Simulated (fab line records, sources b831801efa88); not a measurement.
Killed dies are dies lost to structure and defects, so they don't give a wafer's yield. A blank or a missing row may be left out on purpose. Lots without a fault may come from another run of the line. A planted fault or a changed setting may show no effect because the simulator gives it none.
fab line records | flow sky130
record lots=5 wafers=15 last_day=48
route steps=708 shown VIA3@579 METAL4@598 CAP2M@603
lots that met no fault: from a run of the same line without faults
start_h: hours from the record's first day to the start of the lot's first wafer shown | wait_h: hours since the lot's step before | " the same as in the row above | L1.1+2: a row that stands for several wafers | - no value, or no start given | * or withheld: withheld | < > ~ a bound
route shown NAME@n: a module of which the file shows steps, and the number in the route of the first | usual: mean/standard deviation of fault-free wafers | same: alike in all rows | chamber/n: place in a boat | sites: the reading at each site | _std_site: their standard deviation | _edge_site: outer sites' mean less inner sites' | radius_mm: how far each site lies from the wafer's centre | mask NAME#n: copy n | behind: the tool/chamber that last shaped the wafer | hold: why the lot was held/for how many hours/how that ended | device: the transistor (n, p or np) that didn't switch | end of line: the same wafers' tests at the end of the route | a step without rows: its recipe alone | killed: dies lost to structure and defects at the first sort, not the wafer's yield | map: a wafer's dies, x killed, . not, _ none there
set.NAME: the setting as run; set.NAME@STEP: as run at that earlier step | model.NAME: the simulator's own value behind a step, which no gauge read
lots at some steps of the route; a table a step, a row a wafer
services: from which hour (start_h, from the record's first day; less than 0 if before it) a tool's chamber was out of use, for how many hours, and why
## steps
# step SKY_VIA3_COAT_06
# recipe resist=BARC temp_c=withheld time_s=withheld spin_rpm=3000 resist_thk_nm=60
# usual resist_line_temp_C=*
# columns lot.wafer tool chamber start_h wait_h resist_line_temp_C
L079.1 litho_track-02 0 949.50 0.1 *
L079.2 " 0 " " *
L079.3 " 0 " " *
L082.2 litho_track-04 0 977.52 0.1 *
L082.4 " 0 " " *
L082.5 " 0 " " *
L085.1 litho_track-01 0 993.76 0.1 *
L085.2 " 0 " " *
L085.5 " 0 " " *
L088.4 litho_track-02 0 1012.42 0.1 *
L088.5 " 0 " " *
L088.6 " 0 " " *
L089.2 litho_track-01 0 1017.29 0.1 *
L089.3 " 0 " " *
L089.4 " 0 " " *
# step SKY_VIA3_COAT_07
# recipe resist=KrF-thick spin_rpm=3000 resist_thk_nm=450
# usual resist_line_temp_C=23.03/0.11
# columns lot.wafer tool chamber start_h wait_h resist_line_temp_C
L079.1 litho_track-02 0 - - 23.00
L079.2 " 0 " " 23.02
L079.3 " 0 " " 23.02
L082.2 litho_track-04 0 - - 23.08
L082.4 " 0 " " 23.03
L082.5 " 0 " " 23.00
L085.1 litho_track-01 0 - - 23.03
L085.2 " 0 " " 23.00
L085.5 " 0 " " 23.07
L088.4 litho_track-02 0 - - 23.11
L088.5 " 0 " " 23.25
L088.6 " 0 " " 23.16
L089.2 litho_track-01 0 - - 23.16
L089.3 " 0 " " 23.06
L089.4 " 0 " " 23.06
# step SKY_VIA3_SOFTBAKE_08
# recipe temp_c=100 time_s=90 resist=KrF-thick
# usual resist_line_temp_C=23.01/0.1
# columns lot.wafer tool chamber start_h wait_h resist_line_temp_C
L079.1 litho_track-02 0 - - 23.00
L079.2 " 0 " " 23.06
L079.3 " 0 " " 22.94
L082.2 litho_track-04 0 - - 22.86
L082.4 " 0 " " 22.76
L082.5 " 0 " " 22.98
L085.1 litho_track-01 0 - - 23.22
L085.2 " 0 " " 23.16
L085.5 " 0 " " 23.13
L088.4 litho_track-02 0 - - 22.97
L088.5 " 0 " " 23.02
L088.6 " 0 " " 23.06
L089.2 litho_track-01 0 - - 23.12
L089.3 " 0 " " 22.95
L089.4 " 0 " " 22.95
# step SKY_VIA3_EXPOSE_09
# recipe mask_id=VIM3 na=0.8 source_shape=annular sigma_inner=0.55 sigma_outer=0.85 target_cd_nm=200 dose_mj=38
# columns lot.wafer tool chamber start_h wait_h mask
L079.1+2+3 krf_scanner-01 0 - - VIM3#0
L082.2+4+5 krf_scanner-01 0 - - VIM3#0
L085.1+2+5 krf_scanner-02 0 - - VIM3#0
L088.4+5+6 krf_scanner-01 0 - - VIM3#0
L089.2+3+4 krf_scanner-01 0 - - VIM3#0
# step SKY_VIA3_PEB_10
# recipe peb_temp_c=withheld peb_time_s=withheld resist=KrF-thick
# usual resist_line_temp_C=*
# columns lot.wafer tool chamber start_h wait_h resist_line_temp_C
L079.1 litho_track-04 0 - - *
L079.2 " 0 " " *
L079.3 " 0 " " *
L082.2 litho_track-02 0 - - *
L082.4 " 0 " " *
L082.5 " 0 " " *
L085.1 litho_track-04 0 - - *
L085.2 " 0 " " *
L085.5 " 0 " " *
L088.4 litho_track-02 0 - - *
L088.5 " 0 " " *
L088.6 " 0 " " *
L089.2 litho_track-02 0 - - *
L089.3 " 0 " " *
L089.4 " 0 " " *
# step SKY_VIA3_DEVELOP_11
# recipe develop_time_s=60 resist=KrF-thick dev_temp_c=21
# usual developer_temp_C=21.04/0.1 resist_line_temp_C=23.01/0.11
# columns lot.wafer tool chamber start_h wait_h developer_temp_C resist_line_temp_C
L079.1 litho_track-04 0 - - 21.01 22.96
L079.2 " 0 " " 20.89 22.89
L079.3 " 0 " " 20.96 22.93
L082.2 litho_track-02 0 - - 21.05 22.89
L082.4 " 0 " " 21.06 22.90
L082.5 " 0 " " 21.18 22.85
L085.1 litho_track-04 0 - - 21.05 23.07
L085.2 " 0 " " 21.01 23.08
L085.5 " 0 " " 21.07 22.85
L088.4 litho_track-02 0 - - 21.10 22.84
L088.5 " 0 " " 21.05 23.04
L088.6 " 0 " " 21.07 22.94
L089.2 litho_track-02 0 - - 21.01 23.12
L089.3 " 0 " " 20.89 23.07
L089.4 " 0 " " 21.09 23.16
# step SKY_VIA3_CD_MEAS_12
# recipe target_cd_nm=200
# usual cd_nm=199.8/1.3
# columns lot.wafer tool chamber start_h wait_h cd_nm
L079.1 cd_sem-02 - 962.14 - 201.2
L079.2 " - " " 200.7
L079.3 " - " " 200.0
L082.2 cd_sem-01 - 989.62 - 200.2
L082.4 " - " " 200.5
L082.5 " - " " 201.6
L085.1 cd_sem-02 - 1006.04 - 199.6
L085.2 " - " " 199.0
L085.5 " - " " 199.6
L088.4 cd_sem-01 - 1023.86 - 199.3
L088.5 " - " " 200.0
L088.6 " - " " 199.3
L089.2 cd_sem-01 - 1028.62 - 198.8
L089.3 " - " " 197.9
L089.4 " - " " 198.6
# step SKY_VIA3_OVL_MEAS_13
# usual VIA3_OVL=-1/5.9
# columns lot.wafer tool chamber start_h wait_h VIA3_OVL[nm]
L079.1 overlay-02 - 962.26 0.1 -8
L079.2 " - " " -13
L079.3 " - " " -10
L082.2 overlay-01 - 989.72 0.1 3
L082.4 " - " " 0
L082.5 " - " " -1
L085.1 overlay-01 - 1006.16 0.1 13
L085.2 " - " " 12
L085.5 " - " " 9
L088.4 overlay-02 - 1023.93 0.1 -2
L088.5 " - " " 0
L088.6 " - " " 4
L089.2 overlay-01 - 1028.72 0.1 -6
L089.3 " - " " -1
L089.4 " - " " -4
# step SKY_VIA3_ETCH_14
# recipe chemistry=N2/H2 target=BARC ion_energy_ev=200 source_w=500 bias_w=100 pressure_mtorr=30 n2_flow_sccm=100 h2_flow_sccm=200 stop_on=SiO2 time_s=45.9 target_depth_a=600
# usual drypump_motor_current_A=5.8/0.42 oes_product_au=0.854/0.0044 throttle_valve_pct=13.224/0.011
# columns lot.wafer tool chamber start_h wait_h drypump_motor_current_A oes_product_au rf_hours_counter_h throttle_valve_pct
L079.1 rie_diel-03 3 962.30 0.0 5.9 0.852 1 13.196
L079.2 " 1 " " 6.0 0.851 17 13.213
L079.3 " 0 " " 6.3 0.851 6 13.223
L082.2 rie_diel-03 3 989.75 0.0 5.9 0.854 2 13.203
L082.4 " 0 " " 6.3 0.858 7 13.245
L082.5 " 1 " " 6.0 0.856 - 13.227
L085.1 rie_diel-03 0 1006.20 0.0 6.3 0.848 7 13.229
L085.2 " 3 " " 6.0 0.863 2 13.221
L085.5 " 3 " " 6.0 0.857 - 13.236
L088.4 rie_diel-02 0 1023.95 0.0 5.2 0.859 7 13.229
L088.5 " 3 " " 5.5 0.851 - 13.222
L088.6 " 2 " " 6.0 0.861 - 13.212
L089.2 rie_diel-02 0 1028.75 0.0 5.2 0.857 8 13.231
L089.3 " 2 " " 6.0 0.850 25 13.232
L089.4 " 2 " " 6.0 0.856 - 13.196
# step SKY_VIA3_ETCH_15
# recipe target=SiO2 chemistry=C4F8/O2/Ar target_depth_nm=507 stop_on=TiN mask_material=KrF-thick source_w=1500 bias_w=1200 pressure_mtorr=40 c4f8_flow_sccm=withheld O2_flow_sccm=6 Ar_flow_sccm=300 time_s=78
# usual oes_product_au=0.946/0.0043
# columns lot.wafer tool chamber start_h wait_h oes_product_au rf_hours_counter_h
L079.1 rie_diel-03 3 962.34 0.0 0.952 1
L079.2 " 1 " " 0.945 17
L079.3 " 0 " " 0.943 6
L082.2 rie_diel-03 3 989.79 0.0 0.952 2
L082.4 " 0 " " 0.951 7
L082.5 " 1 " " 0.949 -
L085.1 rie_diel-03 0 1006.24 0.0 0.950 7
L085.2 " 3 " " 0.940 2
L085.5 " 3 " " 0.943 -
L088.4 rie_diel-02 0 1023.99 0.0 0.945 8
L088.5 " 3 " " 0.944 -
L088.6 " 2 " " 0.944 -
L089.2 rie_diel-02 0 1028.79 0.0 0.947 8
L089.3 " 2 " " 0.948 25
L089.4 " 2 " " 0.946 -
# step SKY_VIA3_STRIP_16
# recipe chemistry=O2/N2 power_w=1400 pressure_mtorr=1500 platen_temp_c=withheld o2_flow_sccm=3000 n2_flow_sccm=300 overash_fraction=0.5
# usual drypump_motor_current_A=5.6/0.3 oes_product_au=0.402/0.0047 strip_time_to_endpoint_s=4.126/0.019
# columns lot.wafer tool chamber start_h wait_h drypump_motor_current_A oes_product_au rf_hours_counter_h strip_time_to_endpoint_s
L079.1 plasma_asher-01 1 962.40 0.0 5.5 0.397 52 4.117
L079.2 " 0 " " 5.3 0.404 52 4.145
L079.3 " 1 " " 5.5 0.404 - 4.126
L082.2 plasma_asher-01 1 989.85 0.0 5.5 0.404 54 4.139
L082.4 " 1 " " 5.5 0.402 - 4.124
L082.5 " 0 " " 5.3 0.405 - 4.137
L085.1 plasma_asher-01 1 1006.30 0.0 5.5 0.399 56 4.152
L085.2 " 0 " " 5.3 0.403 56 4.130
L085.5 " 1 " " 5.5 0.402 - 4.138
L088.4 plasma_asher-01 0 1024.09 0.1 5.3 0.400 - 4.118
L088.5 " 0 " " 5.3 0.398 - 4.138
L088.6 " 1 " " 5.5 0.414 - 4.107
L089.2 plasma_asher-01 0 1028.85 0.0 5.4 0.395 58 4.114
L089.3 " 1 " " 5.5 0.403 - 4.111
L089.4 " 0 " " 5.4 0.407 - 4.110
# step SKY_VIA3_STRIP_17
# recipe chemistry=post_etch_residue_remover time_s=1200 temp_c=72.5
# columns lot.wafer tool chamber start_h wait_h
L079.1+2+3 wet_bench-01 0 962.50 0.1
L082.2+4+5 wet_bench-04 0 989.95 0.1
L085.1+2+5 wet_bench-04 1 1006.40 0.1
L088.4+5+6 wet_bench-03 2 1024.15 0.0
L089.2+3+4 wet_bench-03 0 1028.95 0.1
# step SKY_VIA3_CLEAN_18
# recipe chemistry=IPA time_s=180 temp_c=25
# columns lot.wafer tool chamber start_h wait_h
L079.1+2+3 wet_bench-03 0 962.84 0.0
L082.2+4+5 wet_bench-01 1 990.30 0.0
L085.1+2+5 wet_bench-01 1 1006.74 0.0
L088.4+5+6 wet_bench-04 3 1024.50 0.0
L089.2+3+4 wet_bench-01 3 1029.33 0.0
# step SKY_VIA3_CLEAN_19
# recipe chemistry=O3/DIW dry=n2_spin
# columns lot.wafer tool chamber start_h wait_h
L079.1+2+3 wet_bench-01 2 962.90 0.0
L082.2+4+5 wet_bench-04 3 990.41 0.0
L085.1+2+5 wet_bench-04 2 1006.80 0.0
L088.4+5+6 wet_bench-01 2 1024.55 0.0
L089.2+3+4 wet_bench-04 0 1029.39 0.0
# step SKY_VIA3_SPUTTER_20
# recipe material=TiN target_thk_nm=20 chamber_pressure_pa=5 power_w=4000 time_s=80
# usual throttle_valve_pct=30.1/1.2
# columns lot.wafer tool chamber start_h wait_h throttle_valve_pct
L079.1 pvd_sputter-04 - 962.99 0.0 29.8
L079.2 " - " " 30.6
L079.3 " - " " 30.6
L082.2 pvd_sputter-03 - 990.50 0.0 30.6
L082.4 " - " " 31.0
L082.5 " - " " 30.2
L085.1 pvd_sputter-04 - 1006.89 0.0 30.6
L085.2 " - " " 30.8
L085.5 " - " " 30.2
L088.4 pvd_sputter-01 - 1024.68 0.0 32.0
L088.5 " - " " 31.2
L088.6 " - " " 27.5
L089.2 pvd_sputter-03 - 1029.48 0.0 30.2
L089.3 " - " " 30.3
L089.4 " - " " 30.7
# step SKY_VIA3_CVD_21
# recipe material=W target_thk_nm=390 time_s=117.31 temp_c=400 pressure_torr=40
# usual chamber_pressure_Torr=39.99/0.1 heater_power_w=911/69 susceptor_temp_C=400.00/0.22
# columns lot.wafer tool chamber start_h wait_h chamber_pressure_Torr heater_power_w susceptor_temp_C
L079.1 cvd_w-01 1 963.05 0.0 39.94 1015 399.88
L079.2 " 0 " " 40.00 883 400.02
L079.3 " 1 " " 40.16 1061 399.85
L082.2 cvd_w-02 0 990.57 0.0 40.11 905 399.91
L082.4 " 1 " " 40.03 869 399.99
L082.5 " 0 " " 39.90 899 400.20
L085.1 cvd_w-02 0 1006.95 0.0 39.99 903 400.42
L085.2 " 1 " " 40.10 863 400.00
L085.5 " 1 " " 39.90 860 399.93
L088.4 cvd_w-01 0 1024.75 0.0 39.96 864 399.91
L088.5 " 0 " " 40.15 877 399.83
L088.6 " 1 " " 40.14 1029 400.05
L089.2 cvd_w-01 0 1029.54 0.0 40.09 875 399.55
L089.3 " 0 " " 40.02 884 399.56
L089.4 " 1 " " 39.91 1045 399.57
# step SKY_VIA3_RS_MEAS_22
# recipe thk_meas_gauge=four-point-probe reads=W_of_VIA3_CVD_21+TiN_of_VIA3_SPUTTER_20
# usual VIA3_W_RS=0.2935/0.0029
# columns lot.wafer tool chamber start_h wait_h VIA3_W_RS[ohm/sq]
L079.1 film_metro-02 - 963.17 0.1 0.2948
L079.2 " - " " 0.2963
L079.3 " - " " 0.2964
L082.2 film_metro-01 - 990.71 0.1 0.2938
L082.4 " - " " 0.2913
L082.5 " - " " 0.2948
L085.1 film_metro-03 - 1007.07 0.1 0.2984
L085.2 " - " " 0.2938
L085.5 " - " " 0.2949
L088.4 film_metro-01 - 1024.89 0.1 0.2929
L088.5 " - " " 0.2938
L088.6 " - " " 0.2965
L089.2 film_metro-01 - 1029.68 0.1 0.2914
L089.3 " - " " 0.2944
L089.4 " - " " 0.2956
# step SKY_VIA3_THK_MEAS_23
# recipe thk_meas_gauge=xrf reads=W_of_VIA3_CVD_21
# usual VIA3_W_THK=401/5.1
# columns lot.wafer tool chamber start_h wait_h VIA3_W_THK[nm]
L079.1 film_metro-02 - 963.29 0.1 397
L079.2 " - " " 398
L079.3 " - " " 397
L082.2 film_metro-01 - 990.82 0.1 404
L082.4 " - " " 406
L082.5 " - " " 401
L085.1 film_metro-03 - 1007.19 0.1 389
L085.2 " - " " 400
L085.5 " - " " 397
L088.4 film_metro-01 - 1024.98 0.1 399
L088.5 " - " " 397
L088.6 " - " " 396
L089.2 film_metro-01 - 1029.79 0.1 400
L089.3 " - " " 397
L089.4 " - " " 396
# step SKY_VIA3_CMP_24
# recipe stop_on=SiO2 t_overpolish_s=20 down_force_psi=3.5 platen_rpm=60 target_thk_nm=0 pad_velocity_m_s=0.94248
# usual motor_current_A=11.1/1.2 overpolish_run_s=19.999/0.0089 time_to_endpoint_s=93.7/2.5
# columns lot.wafer tool chamber start_h wait_h motor_current_A overpolish_run_s time_to_endpoint_s
L079.3 cmp-01 1 963.35 0.0 12.3 19.997 96.0
L079.2 " 2 " " 10.6 19.994 91.5
L079.1 " 0 " " 12.0 19.985 95.3
L082.4 cmp-01 2 991.12 0.3 10.8 19.992 89.2
L082.2 " 3 " " 10.4 20.011 88.0
L082.5 " 2 " " 11.3 20.009 92.3
L085.2 cmp-02 3 1007.51 0.3 12.5 19.997 91.9
L085.1 " 1 " " 10.9 19.999 95.5
L085.5 " 0 " " 10.7 20.004 95.1
L088.4 cmp-02 0 1025.06 0.1 10.6 20.000 92.8
L088.5 " 3 " " 12.9 20.010 89.7
L088.6 " 0 " " 10.7 20.002 94.5
L089.3 cmp-02 1 1029.99 0.2 10.1 20.011 95.7
L089.4 " 2 " " 9.4 19.994 92.1
L089.2 " 0 " " 10.1 19.999 98.3
# step SKY_METAL4_SPUTTER_00
# recipe material=Ti target_thk_nm=15 power_w=3000 time_s=10 chamber_pressure_pa=0.4
# usual throttle_valve_pct=30.0/1.5
# columns lot.wafer tool chamber start_h wait_h throttle_valve_pct
L079.1 pvd_sputter-01 - 963.65 0.1 32.1
L079.2 " - " " 29.9
L079.3 " - " " 31.4
L082.2 pvd_sputter-01 - 991.42 0.2 31.4
L082.4 " - " " 32.2
L082.5 " - " " 31.3
L085.1 pvd_sputter-01 - 1007.81 0.1 31.9
L085.2 " - " " 31.3
L085.5 " - " " 27.8
L088.4 pvd_sputter-01 - 1025.32 0.2 31.5
L088.5 " - " " 31.9
L088.6 " - " " 27.5
L089.2 pvd_sputter-02 - 1030.31 0.1 30.4
L089.3 " - " " 31.6
L089.4 " - " " 27.7
# step SKY_METAL4_SPUTTER_01
# recipe material=TiN target_thk_nm=20 power_w=6500 time_s=16.7 chamber_pressure_pa=0.3942
# usual throttle_valve_pct=30.0/1.5
# columns lot.wafer tool chamber start_h wait_h throttle_valve_pct
L079.1 pvd_sputter-01 - 963.68 0.0 32.1
L079.2 " - " " 29.8
L079.3 " - " " 31.2
L082.2 pvd_sputter-01 - 991.44 0.0 31.4
L082.4 " - " " 32.1
L082.5 " - " " 31.2
L085.1 pvd_sputter-01 - 1007.83 0.0 31.8
L085.2 " - " " 31.4
L085.5 " - " " 27.9
L088.4 pvd_sputter-01 - 1025.35 0.0 31.4
L088.5 " - " " 31.9
L088.6 " - " " 27.8
L089.2 pvd_sputter-02 - 1030.33 0.0 30.5
L089.3 " - " " 31.7
L089.4 " - " " 27.7
# step SKY_METAL4_SPUTTER_02
# recipe material=AlCu target_thk_nm=735 power_w=10600 time_s=39.1 chamber_pressure_pa=0.4
# usual throttle_valve_pct=30.0/1.5
# columns lot.wafer tool chamber start_h wait_h throttle_valve_pct
L079.1 pvd_sputter-01 - 963.70 0.0 32.0
L079.2 " - " " 29.9
L079.3 " - " " 31.3
L082.2 pvd_sputter-01 - 991.47 0.0 31.3
L082.4 " - " " 32.3
L082.5 " - " " 31.1
L085.1 pvd_sputter-01 - 1007.86 0.0 32.0
L085.2 " - " " 31.2
L085.5 " - " " 27.6
L088.4 pvd_sputter-01 - 1025.38 0.0 31.4
L088.5 " - " " 32.0
L088.6 " - " " 27.7
L089.2 pvd_sputter-02 - 1030.36 0.0 30.6
L089.3 " - " " 31.7
L089.4 " - " " 27.7
# step SKY_METAL4_SPUTTER_03
# recipe material=Ti target_thk_nm=5 power_w=3000 time_s=3.3 chamber_pressure_pa=0.4
# usual throttle_valve_pct=30.0/1.5
# columns lot.wafer tool chamber start_h wait_h throttle_valve_pct
L079.1 pvd_sputter-01 - 963.74 0.0 31.9
L079.2 " - " " 29.8
L079.3 " - " " 31.4
L082.2 pvd_sputter-01 - 991.51 0.0 31.3
L082.4 " - " " 31.8
L082.5 " - " " 31.1
L085.1 pvd_sputter-01 - 1007.89 0.0 31.8
L085.2 " - " " 31.4
L085.5 " - " " 27.6
L088.4 pvd_sputter-01 - 1025.41 0.0 31.2
L088.5 " - " " 31.9
L088.6 " - " " 27.6
L089.2 pvd_sputter-02 - 1030.40 0.0 30.6
L089.3 " - " " 31.4
L089.4 " - " " 27.9
# step SKY_METAL4_SPUTTER_04
# recipe material=TiN target_thk_nm=70 power_w=6500 time_s=58.3 chamber_pressure_pa=0.4
# usual throttle_valve_pct=30.0/1.5
# columns lot.wafer tool chamber start_h wait_h throttle_valve_pct
L079.1 pvd_sputter-01 - 963.76 0.0 31.6
L079.2 " - " " 29.9
L079.3 " - " " 31.4
L082.2 pvd_sputter-01 - 991.53 0.0 31.2
L082.4 " - " " 32.1
L082.5 " - " " 31.2
L085.1 pvd_sputter-01 - 1007.91 0.0 31.8
L085.2 " - " " 31.2
L085.5 " - " " 27.7
L088.4 pvd_sputter-01 - 1025.44 0.0 31.4
L088.5 " - " " 31.8
L088.6 " - " " 27.5
L089.2 pvd_sputter-02 - 1030.41 0.0 30.8
L089.3 " - " " 31.3
L089.4 " - " " 27.7
# step SKY_CAP2M_CVD_00
# recipe material=SiO2 target_thk_nm=15.5 temp_c=400 time_s=withheld rf_w=450
# usual heater_power_w=709/86 susceptor_temp_C=400.04/0.2
# columns lot.wafer tool chamber start_h wait_h heater_power_w susceptor_temp_C
L079.1 pecvd-03 1 963.81 0.0 752 399.84
L079.2 " 0 " " 726 399.83
L079.3 " 2 " " 626 400.23
L082.2 pecvd-03 2 991.57 0.0 625 400.14
L082.4 " 2 " " 641 400.27
L082.5 " 1 " " 753 400.34
L085.1 pecvd-01 0 1007.96 0.0 897 400.03
L085.2 " 1 " " 568 400.29
L085.5 " 1 " " 598 400.01
L088.4 pecvd-03 0 1025.48 0.0 620 400.12
L088.5 " 0 " " 609 400.09
L088.6 " 2 " " 632 400.09
L089.2 pecvd-03 0 1030.46 0.0 719 400.14
L089.3 " 1 " " 665 400.10
L089.4 " 2 " " 648 400.35
# step SKY_CAP2M_THK_MEAS_01
# recipe reads=SiO2_of_CAP2M_CVD_00
# usual CAP2M_CVD_00_THK=15.49/0.2
# columns lot.wafer tool chamber start_h wait_h CAP2M_CVD_00_THK[nm]
L079.1 film_metro-02 - 963.83 - 15.39
L079.2 " - " " 15.51
L079.3 " - " " 15.69
L082.2 film_metro-02 - 991.61 - 15.72
L082.4 " - " " 15.74
L082.5 " - " " 15.67
L085.1 film_metro-01 - 1007.98 - 15.51
L085.2 " - " " 15.45
L085.5 " - " " 15.80
L088.4 film_metro-02 - 1025.53 - 15.44
L088.5 " - " " 15.41
L088.6 " - " " 15.79
L089.2 film_metro-04 - 1030.49 - 15.13
L089.3 " - " " 15.07
L089.4 " - " " 15.31
# step SKY_CAP2M_SPUTTER_02
# recipe material=TiN target_thk_nm=200 temp_c=300 power_w=6500 time_s=166.7 chamber_pressure_pa=0.4
# usual susceptor_temp_C=300.02/0.19 throttle_valve_pct=30.1/1.1
# columns lot.wafer tool chamber start_h wait_h susceptor_temp_C throttle_valve_pct
L079.1 pvd_sputter-04 - 963.89 0.1 300.22 30.4
L079.2 " - " " 300.14 29.7
L079.3 " - " " 300.16 29.9
L082.2 pvd_sputter-04 - 991.66 0.0 299.76 30.5
L082.4 " - " " 299.87 30.4
L082.5 " - " " 299.91 30.4
L085.1 pvd_sputter-02 - 1008.04 0.1 299.90 31.5
L085.2 " - " " 300.01 30.5
L085.5 " - " " 300.21 30.6
L088.4 pvd_sputter-04 - 1025.56 0.0 299.92 29.6
L088.5 " - " " 299.79 29.6
L088.6 " - " " 299.85 30.4
L089.2 pvd_sputter-01 - 1030.54 0.0 299.63 32.1
L089.3 " - " " 299.72 31.4
L089.4 " - " " 299.90 31.2
# step SKY_CAP2M_RS_MEAS_03
# recipe thk_meas_gauge=four-point-probe reads=TiN_of_CAP2M_SPUTTER_02
# usual CAP2M_TIN_RS=6.94/0.074
# columns lot.wafer tool chamber start_h wait_h CAP2M_TIN_RS[ohm/sq]
L079.1 film_metro-04 - 964.00 0.1 6.98
L079.2 " - " " 6.89
L079.3 " - " " 6.82
L082.2 film_metro-04 - 991.79 0.1 6.84
L082.4 " - " " 6.80
L082.5 " - " " 6.80
L085.1 film_metro-04 - 1008.15 0.1 6.92
L085.2 " - " " 6.98
L085.5 " - " " 6.96
L088.4 film_metro-01 - 1025.73 0.1 6.86
L088.5 " - " " 6.87
L088.6 " - " " 6.91
L089.2 film_metro-02 - 1030.67 0.1 7.01
L089.3 " - " " 7.01
L089.4 " - " " 6.93
# step SKY_CAP2M_THK_MEAS_04
# recipe thk_meas_gauge=xrf reads=TiN_of_CAP2M_SPUTTER_02
# usual CAP2M_TIN_THK=198.9/2.2
# columns lot.wafer tool chamber start_h wait_h CAP2M_TIN_THK[nm]
L079.1 film_metro-04 - 964.12 0.1 197.5
L079.2 " - " " 199.5
L079.3 " - " " 201.7
L082.2 film_metro-04 - 991.90 0.1 202.4
L082.4 " - " " 202.8
L082.5 " - " " 203.4
L085.1 film_metro-04 - 1008.27 0.1 200.0
L085.2 " - " " 197.2
L085.5 " - " " 198.1
L088.4 film_metro-01 - 1025.82 0.1 201.6
L088.5 " - " " 200.5
L088.6 " - " " 199.6
L089.2 film_metro-02 - 1030.78 0.1 197.9
L089.3 " - " " 198.7
L089.4 " - " " 199.9
# step SKY_CAP2M_DEHYDRATE_05
# recipe temp_c=200 time_s=60
# usual resist_line_temp_C=23.01/0.11
# columns lot.wafer tool chamber start_h wait_h resist_line_temp_C
L079.1 litho_track-03 0 975.13 11.0 22.92
L079.2 " 0 " " 22.82
L079.3 " 0 " " 22.81
L082.2 litho_track-02 0 1002.57 10.7 22.92
L082.4 " 0 " " 23.03
L082.5 " 0 " " 22.97
L085.1 litho_track-01 0 1019.61 11.3 22.96
L085.2 " 0 " " 23.23
L085.5 " 0 " " 22.95
L088.4 litho_track-03 0 1036.45 10.6 23.00
L088.5 " 0 " " 22.94
L088.6 " 0 " " 23.03
L089.2 litho_track-03 0 1041.45 10.7 22.92
L089.3 " 0 " " 22.88
L089.4 " 0 " " 23.05
# step SKY_CAP2M_HMDS_06
# recipe prime_time_s=60 prime_temp_c=120
# usual resist_line_temp_C=23.02/0.11
# columns lot.wafer tool chamber start_h wait_h resist_line_temp_C
L079.1 litho_track-03 0 975.28 0.1 23.12
L079.2 " 0 " " 22.93
L079.3 " 0 " " 22.92
L082.2 litho_track-02 0 1002.72 0.1 23.15
L082.4 " 0 " " 23.22
L082.5 " 0 " " 23.00
L085.1 litho_track-01 0 1019.76 0.1 23.10
L085.2 " 0 " " 23.22
L085.5 " 0 " " 22.98
L088.4 litho_track-03 0 1036.60 0.1 23.02
L088.5 " 0 " " 22.84
L088.6 " 0 " " 23.05
L089.2 litho_track-03 0 1041.60 0.1 23.21
L089.3 " 0 " " 23.11
L089.4 " 0 " " 23.02
# step SKY_CAP2M_COAT_07
# recipe resist=NOVOLAK spin_rpm=3000 resist_thk_nm=1140
# usual resist_line_temp_C=22.96/0.096
# columns lot.wafer tool chamber start_h wait_h resist_line_temp_C
L079.1 litho_track-03 0 975.43 0.1 22.91
L079.2 " 0 " " 22.93
L079.3 " 0 " " 22.90
L082.2 litho_track-02 0 1002.87 0.1 23.00
L082.4 " 0 " " 23.22
L082.5 " 0 " " 22.98
L085.1 litho_track-01 0 1019.91 0.1 23.00
L085.2 " 0 " " 22.95
L085.5 " 0 " " 22.87
L088.4 litho_track-03 0 1036.75 0.1 23.07
L088.5 " 0 " " 23.00
L088.6 " 0 " " 22.93
L089.2 litho_track-03 0 1041.75 0.1 22.79
L089.3 " 0 " " 22.85
L089.4 " 0 " " 22.84
# step SKY_CAP2M_SOFTBAKE_08
# recipe temp_c=90 time_s=60 resist=NOVOLAK
# usual resist_line_temp_C=23.00/0.11
# columns lot.wafer tool chamber start_h wait_h resist_line_temp_C
L079.1 litho_track-03 0 975.58 0.1 22.89
L079.2 " 0 " " 22.95
L079.3 " 0 " " 22.99
L082.2 litho_track-02 0 1003.02 0.1 23.06
L082.4 " 0 " " 23.05
L082.5 " 0 " " 23.20
L085.1 litho_track-01 0 1020.06 0.1 23.15
L085.2 " 0 " " 23.11
L085.5 " 0 " " 23.12
L088.4 litho_track-03 0 1036.90 0.1 22.85
L088.5 " 0 " " 23.08
L088.6 " 0 " " 22.91
L089.2 litho_track-03 0 1041.90 0.1 22.85
L089.3 " 0 " " 22.87
L089.4 " 0 " " 22.94
# step SKY_CAP2M_EXPOSE_09
# recipe mask_id=CAP2M na=0.6 source_shape=conventional sigma_outer=0.6 polarization=unpolarized target_cd_nm=1000 dose_mj=159
# columns lot.wafer tool chamber start_h wait_h mask
L079.1+2+3 iline_stepper-01 0 - - CAP2M#0
L082.2+4+5 iline_stepper-01 0 - - CAP2M#0
L085.1+2+5 iline_stepper-02 0 - - CAP2M#0
L088.4+5+6 iline_stepper-01 0 - - CAP2M#0
L089.2+3+4 iline_stepper-01 0 - - CAP2M#0
# step SKY_CAP2M_PEB_10
# recipe temp_c=withheld time_s=* resist=NOVOLAK
# usual resist_line_temp_C=*
# columns lot.wafer tool chamber start_h wait_h resist_line_temp_C
L079.1 litho_track-01 0 - - *
L079.2 " 0 " " *
L079.3 " 0 " " *
L082.2 litho_track-03 0 - - *
L082.4 " 0 " " *
L082.5 " 0 " " *
L085.1 litho_track-02 0 - - *
L085.2 " 0 " " *
L085.5 " 0 " " *
L088.4 litho_track-02 0 - - *
L088.5 " 0 " " *
L088.6 " 0 " " *
L089.2 litho_track-02 0 - - *
L089.3 " 0 " " *
L089.4 " 0 " " *
## services
# columns tool chamber start_h hours kind
krf_scanner-02 - 947.55 0.8 pm
cvd_w-02 - 969.06 9.7 repair
krf_scanner-01 - 972.91 1.8 repair
cmp-02 - 977.54 1.5 repair
krf_scanner-02 - 977.61 4.0 pm
cmp-02 - 983.28 0.6 repair
cmp-02 - 985.62 7.0 pm
krf_scanner-01 - 993.34 1.0 pm
pvd_sputter-01 - 993.96 13.2 repair
iline_stepper-02 - 996.93 1.7 pm
cmp-01 - 998.13 19.1 pm
iline_stepper-01 - 1008.51 1.7 pm
cmp-01 - 1017.22 5.9 pm
pvd_sputter-02 - 1018.58 2.1 repair
krf_scanner-02 - 1020.12 1.3 pm
rie_diel-02 1 1025.53 4.1 repair
rie_diel-02 3 1030.77 10.8 repair
rie_diel-03 1 1031.41 4.1 repair
krf_scanner-02 - 1032.01 1.0 pm
krf_scanner-01 - 1043.98 1.3 pm
plasma_asher-01 - 1044.02 2.3 repair
pecvd-01 - 1046.92 2.8 pm
iline_stepper-01 - 1050.22 4.2 repair
krf_scanner-02 - 1050.85 5.4 repair
## key
fault none
